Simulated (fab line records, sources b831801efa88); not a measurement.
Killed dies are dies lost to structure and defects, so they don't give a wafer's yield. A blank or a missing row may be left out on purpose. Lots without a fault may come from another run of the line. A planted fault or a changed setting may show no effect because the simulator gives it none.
Which tool did it? | flow sky130 | 12 lots, 36 wafers sampled, at 5 steps of a route of 708

WHAT THE GAUGES READ, wafer by wafer
SKY_GATE_OXIDE_TW_MEAS_14. Usual: GATE_OXIDE_TW 224.0, standard deviation 1.4.
lot  | measured     | on            | GATE_OXIDE_TW                       | flag
L637 | day 13 19:34 | film_metro-01 | 225.3 224.5 223.7                   |
L638 | day 13 22:02 | film_metro-03 | 222.4 223.7 224.9                   |
L641 | day 15 08:43 | film_metro-01 | 224.5 224.6 225.9                   |
L643 | day 16 02:47 | film_metro-02 | 225.3 224.3 225.0                   |
L644 | day 16 11:34 | film_metro-03 | 223.4 222.5 222.7                   |
L646 | day 16 23:57 | film_metro-03 | 222.2 222.2 222.3                   |
L648 | day 17 20:41 | film_metro-02 | 223.7 224.2 224.6                   |
L651 | day 18 14:02 | film_metro-01 | 224.3 224.2 224.6                   |
L657 | day 20 23:58 | film_metro-02 | 204.6 204.7 204.0 202.6 204.4 204.7 | OFF
L658 | day 21 03:02 | film_metro-03 | 202.2 201.9 200.3 200.4 201.9 200.8 | OFF
L659 | day 21 17:16 | film_metro-03 | 221.3 221.2 220.8                   |
L660 | day 21 21:16 | film_metro-02 | 223.7 225.1 225.4                   |

SKY_CONTACT_THK_MEAS_01. Usual: CONTACT_CVD_00_THK 75.0 nm, standard deviation 1.2.
lot  | measured     | on            | CONTACT_CVD_00_THK (nm) | flag
L637 | day 30 08:47 | film_metro-02 | 75.8 76.0 76.5          |
L638 | day 30 13:29 | film_metro-02 | 74.9 74.4 73.8          |
L641 | day 32 00:29 | film_metro-02 | 74.0 75.7 74.8          |
L643 | day 32 18:36 | film_metro-01 | 76.6 76.6 76.3          |
L644 | day 32 23:49 | film_metro-02 | 74.9 75.1 74.7          |
L646 | day 33 11:22 | film_metro-01 | 74.3 74.6 73.1          |
L648 | day 34 09:54 | film_metro-02 | 72.7 73.5 74.3          |
L651 | day 34 21:08 | film_metro-02 | 75.2 76.4 76.7          |
L657 | day 36 20:34 | film_metro-01 | 74.3 74.2 74.5          |
L658 | day 37 02:55 | film_metro-02 | 74.1 74.1 74.6          |
L659 | day 37 10:59 | film_metro-02 | 72.9 73.7 73.7          |
L660 | day 37 16:22 | film_metro-04 | 73.9 73.6 76.5          |

SKY_VIA1_THK_MEAS_01. Usual: VIA1_HDPCVD_THK 1028 nm, standard deviation 11.
lot  | measured     | on            | VIA1_HDPCVD_THK (nm) | flag
L637 | day 32 19:15 | film_metro-03 | 1037 1038 1041       |
L638 | day 32 23:49 | film_metro-04 | 1021 1031 1018       |
L641 | day 34 08:08 | film_metro-01 | 1024 1042 1042       |
L643 | day 35 02:24 | film_metro-03 | 1017 1036 1016       |
L644 | day 35 08:08 | film_metro-03 | 1028 1010 1017       |
L646 | day 35 18:23 | film_metro-03 | 1021 1017 1014       |
L648 | day 36 17:41 | film_metro-01 | 1025 1034 1024       |
L651 | day 37 06:20 | film_metro-03 | 1024 1025 1025       |
L657 | day 39 02:58 | film_metro-03 | 1014 1032 1016       |
L658 | day 39 08:05 | film_metro-03 | 1032 1035 1017       |
L659 | day 39 15:38 | film_metro-04 | 1036 1035 1024       |
L660 | day 39 21:24 | film_metro-04 | 1045 1043 1038       |

WHICH TOOL RAN EACH LOT (tool, then ch and the chambers of the sampled wafers, then the start)
lot  | SKY_GATE_OXIDE_IMPLANT_11       | SKY_CONTACT_CVD_00
L637 | implanter-04 ch 0, day 13 19:13 | pecvd-01 ch 0,2, day 30 08:46
L638 | implanter-03 ch 0, day 13 21:41 | pecvd-03 ch 0,2, day 30 13:26
L641 | implanter-02 ch 0, day 15 08:22 | pecvd-03 ch 0,2, day 32 00:28
L643 | implanter-03 ch 0, day 16 02:28 | pecvd-02 ch 0,2, day 32 18:33
L644 | implanter-02 ch 0, day 16 11:13 | pecvd-01 ch 0,1,2, day 32 23:47
L646 | implanter-02 ch 0, day 16 23:39 | pecvd-03 ch 0,1,2, day 33 11:19
L648 | implanter-04 ch 0, day 17 20:22 | pecvd-03 ch 1,2, day 34 09:51
L651 | implanter-03 ch 0, day 18 13:43 | pecvd-01 ch 0,2, day 34 21:05
L657 | implanter-03 ch 0, day 20 23:37 | pecvd-03 ch 1,2, day 36 20:32
L658 | implanter-03 ch 0, day 21 02:43 | pecvd-03 ch 1,2, day 37 02:52
L659 | implanter-04 ch 0, day 21 16:56 | pecvd-02 ch 0,1, day 37 10:56
L660 | implanter-02 ch 0, day 21 20:55 | pecvd-01 ch 0,1,2, day 37 16:14
- SKY_GATE_OXIDE_IMPLANT_11
- SKY_CONTACT_CVD_00: deposits Si3N4, target thk 75 nm.

WHAT THE TOOLS THEMSELVES READ (means of the sampled wafers that have a number; where no wafer has one, the mark that the record gives instead)
SKY_GATE_OXIDE_IMPLANT_11. Usual: beam_on_s 9.97 s, standard deviation 0.19; dose_ions_cm2 2.599e+12, standard deviation 3e+09; faraday_current_uA 14.70, standard deviation 0.28.
lot  | tool         | beam_on_s (s) | dose_ions_cm2 | faraday_current_uA | flag
L637 | implanter-04 | 10.11         | 2.601e+12     | 14.54              |
L638 | implanter-03 | 10.12         | 2.604e+12     | 14.49              |
L641 | implanter-02 | 10.11         | 2.600e+12     | 14.51              |
L643 | implanter-03 | 9.96          | 2.598e+12     | 14.74              |
L644 | implanter-02 | 9.86          | 2.598e+12     | 14.88              |
L646 | implanter-02 | 10.04         | 2.601e+12     | 14.57              |
L648 | implanter-04 | 9.91          | 2.597e+12     | 14.78              |
L651 | implanter-03 | 9.98          | 2.603e+12     | 14.74              |
L657 | implanter-03 | 10.02         | 1.857e+12     | 10.44              | OFF
L658 | implanter-03 | 10.02         | 1.858e+12     | 10.46              | OFF
L659 | implanter-04 | 10.02         | 2.603e+12     | 14.63              |
L660 | implanter-02 | 9.98          | 2.604e+12     | 14.71              |

SKY_CONTACT_CVD_00. Usual: heater_power_w 746 W, standard deviation 110.
lot  | tool     | heater_power_w (W) | flag
L637 | pecvd-01 | 779                |
L638 | pecvd-03 | 713                |
L641 | pecvd-03 | 727                |
L643 | pecvd-02 | 698                |
L644 | pecvd-01 | 696                |
L646 | pecvd-03 | 799                |
L648 | pecvd-03 | 917                |
L651 | pecvd-01 | 760                |
L657 | pecvd-03 | 876                |
L658 | pecvd-03 | 828                |
L659 | pecvd-02 | 724                |
L660 | pecvd-01 | 643                |

THE ANSWER, worked out from the rows above alone
Rule: a lot is off if the mean of its wafers that have a number lies more than 3 standard deviations from the usual mean. A lot without any number at a reading at which 4 lots or more have one is off too. The other lots that the step has rows for count as sound. The gauges are gone through in route order, then the tools' own readings, and for those a lot's mean is taken as printed above. The first step at which some lot is off is used, and at that step the reading that is off furthest; a lot without a number counts as furthest.
Off: L657, L658, at SKY_GATE_OXIDE_TW_MEAS_14 (GATE_OXIDE_TW).
A tool fits if, at a process step before that reading, it ran every lot that is off, and no sound lot after the first of them. The gauges at SKY_GATE_OXIDE_TW_MEAS_14 aren't tried: what is off there is off at SKY_GATE_OXIDE_IMPLANT_11 too, on other tools, and a gauge's error can't cause that. One fits: implanter-03 at SKY_GATE_OXIDE_IMPLANT_11. Its last sound lot is L651 (day 18 13:43), its first lot that is off L657 (day 20 23:37): a fault that began between those two fits.
The tool's own readings at SKY_GATE_OXIDE_IMPLANT_11 bear it out: on the lots that are off they differ by more than 5 times the standard deviation of the sound lots' means. dose_ions_cm2 reads 1.858e+12 there against 2.601e+12 on the sound lots; faraday_current_uA reads 10.45 there against 14.66 on the sound lots.

WHAT THE SIMULATOR HAD PUT IN
Process parameter drift: implanter-03, from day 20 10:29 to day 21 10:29, at SKY_GATE_OXIDE_IMPLANT_11. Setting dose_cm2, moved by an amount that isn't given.
Lots struck among those shown: L657, L658. The rule above found the same.
